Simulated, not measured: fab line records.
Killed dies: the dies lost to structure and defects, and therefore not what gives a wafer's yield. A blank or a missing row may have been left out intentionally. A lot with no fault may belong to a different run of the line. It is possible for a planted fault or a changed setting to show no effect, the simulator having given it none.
Chamber matching	flow sky130	SKY_CONTACT_CMP_04 on cmp-02 has 4 sister chambers
The step polishes SiO2. 4 wafers are shown with their chamber, then 7 later ones without.

== WAFERS PAIRED WITH THEIR CHAMBERS ==
wafer	chamber	motor_current_A (A)
L194.3	1	12.7
L194.4	2	11.9
L196.1	0	12.2
L196.2	3	12.7

== WAFERS WITHOUT THEIR CHAMBER ==
wafer	motor_current_A (A)
L196.3	12.4
L198.1	12.5
L198.3	12.0
L198.4	13.1
L202.4	12.5
L202.5	12.6
L202.6	12.6

== CHAMBER TAKEN BY EACH ==
wafer	from the rows above	in truth
L196.3	can't be placed: 0 or 1 or 3 or 2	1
L198.1	can't be placed: 1 or 3 or 0 or 2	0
L198.3	can't be placed: 2 or 0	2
L198.4	can't be placed: 1 or 3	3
L202.4	can't be placed: 1 or 3 or 0 or 2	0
L202.5	can't be placed: 1 or 3 or 0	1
L202.6	can't be placed: 1 or 3 or 0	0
Placed correctly: 0 of 7. These rows do not allow placing 7 (true chamber among the candidates in 7). 0 placed wrongly.
How it was worked out, from the rows above alone: a wafer's distance from a chamber is the root of the sum, over the readings, of the square of ((its reading less the chamber's mean) divided by the reading's scatter). The wafer belongs to the nearest chamber; if the next one is less than 2 further off, it can't be placed. The mean given for a chamber averages the wafers shown for that chamber. The scatter: root of mean squared gap, hidden wafer to nearest shown wafer, with one shown wafer a chamber.
